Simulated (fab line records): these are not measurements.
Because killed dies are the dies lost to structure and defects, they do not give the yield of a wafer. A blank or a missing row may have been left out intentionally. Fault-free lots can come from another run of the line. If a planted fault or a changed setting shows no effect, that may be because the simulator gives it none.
One fault through the eyes of 2 desks	flow sky130	what lay behind the numbers comes last; until then each desk has only its own

AT THE METROLOGY DESK
What the gauges read, lot by lot, whatever tool the lot ran on: means of the sampled wafers that have a number. The brackets show how far a lot's mean lies from the usual mean; more than 4 standard deviations puts the lot out of limits, marked OUT.
Columns: A = cd-nm at SKY_METAL2_CD_MEAS_15, usual 140.1 nm; B = VIA2_W_RS at SKY_VIA2_RS_MEAS_22, usual 0.2724 ohm/sq; C = VIA2_W_THK at SKY_VIA2_THK_MEAS_23, usual 429 nm; D = CAPM_TIN_RS at SKY_CAPM_RS_MEAS_03, usual 6.93 ohm/sq
lot	first seen here	A	B	C	D
L734	day 34 09:25	139.7	0.2687	436	6.88
L737	day 35 19:56	140.6	0.5277 (+91) OUT	288 (-25) OUT	7.03
L738	day 36 03:10	138.2	0.5570 (+99 or more) OUT	284 (-25) OUT	6.89
L740	day 36 12:50	138.1	0.8195 (+99 or more) OUT	144 (-50) OUT	6.88
L747	day 39 14:38	142.7	0.2731	434	6.91
L751	day 41 05:20	142.1	0.2695	436	6.90
L752	day 41 15:11	138.3	0.2717	430	6.92
L753	day 41 17:38	139.4	0.2755	421	6.90
L755	day 42 04:50	138.2	0.2742	435	6.96
L754	day 42 10:55	140.0	0.2751	422	6.99
L756	day 42 19:02	141.5	0.2760	433	6.95
This desk reports L737, L738, L740 out of limits; the earliest was L737 at day 37 00:44 (VIA2_W_RS at SKY_VIA2_RS_MEAS_22). Within limits: L734, L747, L751, L752, L753, L755, L754, L756.

FOR THE TOOL OWNER'S DESK: cvd-w-01
The tool's own readings at SKY_VIA2_CVD_21 (deposits W, target thk 420 nm, time 126.4 s): means of the sampled wafers that have a number, for each lot that ran on this tool. The brackets show how far a lot's mean lies from the usual mean; more than 4 standard deviations puts the lot out of limits, marked OUT.
Columns: A = heater-power-w at SKY_VIA2_CVD_21, usual 794 W
lot	first seen here	A
L734	day 35 13:04	767
L737	day 37 00:36	768
L738	day 37 07:54	754
L740	day 37 18:06	756
L747	day 40 17:40	727
L752	day 42 17:28	719
L753	day 42 19:35	734
L755	day 43 06:05	716
Finding of this desk: none of the 8 lots has anything out of limits.

BROUGHT TOGETHER
On L737, L738, L740, the metrology desk was in a position to raise an alarm at day 37 00:44.
The tool owner's desk saw nothing out of limits.
Tool owner's desk: L737, L738, L740 on record, inside its limits.
On cvd-w-01, each named lot ran SKY_VIA2_CVD_21.

WHAT THE SIMULATOR HAD INSERTED
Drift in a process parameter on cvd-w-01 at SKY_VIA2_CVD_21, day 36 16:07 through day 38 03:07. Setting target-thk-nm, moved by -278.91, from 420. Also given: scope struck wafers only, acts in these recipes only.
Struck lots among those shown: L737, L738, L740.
Per desk, hours elapsed from the start of the fault to the first reading out of limits: for the metrology desk, 9.
